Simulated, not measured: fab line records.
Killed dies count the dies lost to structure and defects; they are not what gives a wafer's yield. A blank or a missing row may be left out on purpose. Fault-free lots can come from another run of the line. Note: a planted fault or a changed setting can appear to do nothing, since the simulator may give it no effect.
Struck lot and sound lot, side by side / flow gf180mcu / 27 steps out of a route of 602
Sound: the wafers L486.3, L486.4, L486.5. Struck: wafers L476.2, L476.3, L476.6. The cause comes at the end.
For every step that has rows: the tool of each side, followed by ch and its chambers, followed by its first start. Under that, the readings that differ: sound wafers / struck wafers / difference of the means / sigmas: that difference in standard deviations of wafers without a fault.
alike: readings with means less than 2 such deviations apart, plus words and numbers identical on both sides. not compared: withheld readings, readings lacking a value on some wafer, bounds such as >300 that could conceal the same value, and numbers that have no deviation in the record and whose values overlap.
The two part at a step that has a row with sigmas, a row that says differs or no value, or rows on one side only. Numbers that have no deviation but don't overlap get no sigmas and don't part them. Lack of a reading on every wafer of one side parts them only where that side has two or more wafers.

first, 2 steps without rows for these wafers: GF_V4_SPUTTER_22 (material TiN, target thk 10 nm, time 40 s); GF_V4_CVD_23 (deposits W, target thk 350 nm, time 104.9 s).
GF_V4_RS_MEAS_24: measurement is done with a four-point probe.
  struck on film-metro-04, day 26 11:53; sound on film-metro-04, day 29 22:10
  alike: V4_W_RS
GF_V4_THK_MEAS_25: measures by xrf.
  struck on film-metro-04, day 26 11:59; sound on film-metro-04, day 29 22:16
  alike: V4_W_THK
GF_V4_CMP_26: polishes, stops on SiO2, t overpolish 15 s, target thk 0 nm.
  sound on cmp-01 ch 1,3, day 29 22:18; struck on cmp-01 ch 0,1,2, day 26 12:02
  alike: motor-current-A, overpolish-run-s, platen-rpm, retaining-ring-pressure-frac, slurry-filter-dp-kPa, time-to-endpoint-s
GF_MIM_SPUTTER_00: material Ti, target thk 37.5 nm, time 150 s.
  struck on pvd-sputter-03, day 26 12:20; sound on pvd-sputter-01, day 29 22:36
  alike: throttle-valve-pct
then, 1 step without rows for these wafers: GF_MIM_SPUTTER_01 (material TiN, target thk 30 nm, time 25 s).
GF_MIM_SPUTTER_02: material AlCu, target thk 450 nm, time 23.9 s.
  struck on pvd-sputter-03, day 26 12:28; sound on pvd-sputter-01, day 29 22:44
  alike: throttle-valve-pct
then, 2 steps without rows for these wafers: GF_MIM_SPUTTER_03 (material Ti, target thk 10 nm, time 6.7 s); GF_MIM_SPUTTER_04 (material TiN, target thk 50 nm, time 41.7 s).
GF_MIM_CVD_05: deposits Si3N4, target thk 42 nm, time 29.086 s.
  sound on pecvd-04 ch 0,1,2, day 29 22:49; struck on pecvd-01 ch 0,1, day 26 12:34
  alike: heater-power-w
GF_MIM_THK_MEAS_06:
  struck on film-metro-03, day 26 12:36; sound on film-metro-02, day 29 22:53
  alike: MIM_CVD_05_THK
GF_MIM_SPUTTER_07: material TiN, target thk 60 nm, time 50 s.
  struck on pvd-sputter-01, day 26 12:39; sound on pvd-sputter-04, day 29 22:55
reading=model.TiN_of_MIM_SPUTTER_07.thk-nm (nm); sound=60.28 59.78 59.98; struck=109.2 108.4 108.7; difference=+48.8; sigmas=
  alike: throttle-valve-pct
GF_MIM_SPUTTER_08: material AlCu, target thk 200 nm, time 10.6 s.
  struck on pvd-sputter-01, day 26 12:42; sound on pvd-sputter-04, day 29 22:58
  alike: throttle-valve-pct
then, 1 step without rows for these wafers: GF_MIM_SPUTTER_09 (material TiN, target thk 35 nm, time 29.2 s).
GF_MIM_RS_MEAS_10: measurement is done with a four-point probe.
  struck on film-metro-03, day 26 12:56; sound on film-metro-01, day 29 23:04
reading=MIM_ALCU_RS (ohm/sq); sound=0.1650 0.1616 0.1651; struck=0.1584 0.1576 0.1579; difference=-0.0059; sigmas=-3
GF_MIM_THK_MEAS_11: measures by xrf.
  struck on film-metro-03, day 26 13:02; sound on film-metro-01, day 29 23:10
  alike: MIM_ALCU_THK
then, 7 steps without rows for these wafers: GF_MIM_DEHYDRATE_12 (time 60 s); GF_MIM_HMDS_13 (prime time 60 s); GF_MIM_COAT_14 (resist thk 1000 nm); GF_MIM_SOFTBAKE_15 (time 60 s); GF_MIM_EXPOSE_16 (exposes mask FuseTop, target cd 2000 nm); GF_MIM_PEB_17; GF_MIM_DEVELOP_18 (develop time 60 s).
GF_MIM_METAL_ETCH_19: etches the open film in Cl2/BCl3, stops on Si3N4, target depth 324.5 nm, time 54.1 s.
  sound on rie-metal-04 ch 0,1, day 30 17:02; struck on rie-metal-01 ch 1, day 27 09:05
reading=oes-product-au (a.u.); sound=0.921 0.938 0.925; struck=1.015 1.016 1.012; difference=+0.086; sigmas=+13
reading=throttle-valve-pct (%); sound=28.286 28.275 28.299; struck=28.219 28.212 28.195; difference=-0.078; sigmas=-7
  alike: drypump-motor-current-A, he-backside-leak-sccm
  not compared: rf-hours-counter-h
then, 1 step without rows for these wafers: GF_MIM_STRIP_20 (strips in O2/N2).
-- the record jumps here: 3 days lie between the struck wafers' starts before and after (it left off in module MIM and takes up again in module PASSIVATION, whose first step shown is number 602 of the route) --
GF_PASSIVATION_PROBE_99:
  rows exist in the record for the struck wafers here (prober-02, day 30 19:44), but not for the sound ones

## WHERE THEY PART
At GF_MIM_RS_MEAS_10 first; at GF_PASSIVATION_PROBE_99 last (within this record only).

WHY: the cause the simulator had injected
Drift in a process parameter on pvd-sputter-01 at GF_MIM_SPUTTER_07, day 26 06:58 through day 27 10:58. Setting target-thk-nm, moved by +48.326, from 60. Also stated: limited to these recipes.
